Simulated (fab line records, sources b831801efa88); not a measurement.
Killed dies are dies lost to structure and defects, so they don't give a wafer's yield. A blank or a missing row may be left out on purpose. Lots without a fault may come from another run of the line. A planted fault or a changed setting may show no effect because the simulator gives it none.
Chamber matching | flow sky130 | SKY_VIA4_CMP_02 on cmp-02: 4 sister chambers
The step polishes SiO2. 8 wafers are shown with their chamber, then 12 later ones without.

WAFERS WITH THEIR CHAMBER
wafer  | chamber | motor_current_A (A)
L083.6 | 0       | 11.9
L085.1 | 0       | 12.4
L088.1 | 3       | 11.9
L088.5 | 1       | 12.4
L088.6 | 2       | 13.1
L089.1 | 2       | 13.4
L089.2 | 3       | 12.9
L089.6 | 1       | 12.0

WAFERS WITHOUT THEIR CHAMBER
wafer  | motor_current_A (A)
L091.1 | 12.3
L091.3 | 12.2
L091.4 | 13.7
L090.1 | 13.2
L090.4 | 11.9
L090.6 | 12.1
L094.1 | 12.1
L094.5 | 12.2
L094.6 | 12.4
L095.3 | 11.4
L095.4 | 13.0
L095.5 | 11.9

WHICH CHAMBER EACH WENT THROUGH
wafer  | from the rows above               | in truth
L091.1 | can't be placed: 3 or 1 or 0 or 2 | 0
L091.3 | can't be placed: 1 or 0 or 3      | 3
L091.4 | can't be placed: 2 or 3           | 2
L090.1 | can't be placed: 2 or 3           | 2
L090.4 | can't be placed: 0 or 1 or 3      | 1
L090.6 | can't be placed: 0 or 1 or 3      | 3
L094.1 | can't be placed: 0 or 1 or 3      | 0
L094.5 | can't be placed: 1 or 0 or 3      | 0
L094.6 | can't be placed: 3 or 1 or 0 or 2 | 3
L095.3 | can't be placed: 0 or 1 or 3      | 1
L095.4 | can't be placed: 2 or 3 or 1 or 0 | 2
L095.5 | can't be placed: 0 or 1 or 3      | 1
Placed correctly: 0 of 12. Can't be placed from these rows: 12 (the true chamber is among the candidates in 12). Placed wrongly: 0.
How it was worked out, from the rows above alone: a wafer's distance from a chamber is the root of the sum, over the readings, of the square of ((its reading less the chamber's mean) divided by the reading's scatter). The wafer belongs to the nearest chamber; if the next one is less than 2 further off, it can't be placed. A chamber's mean is the mean of its shown wafers. The scatter: the root of (the sum of the squares of (reading less its chamber's mean) over the shown wafers, divided by (wafers less chambers)).
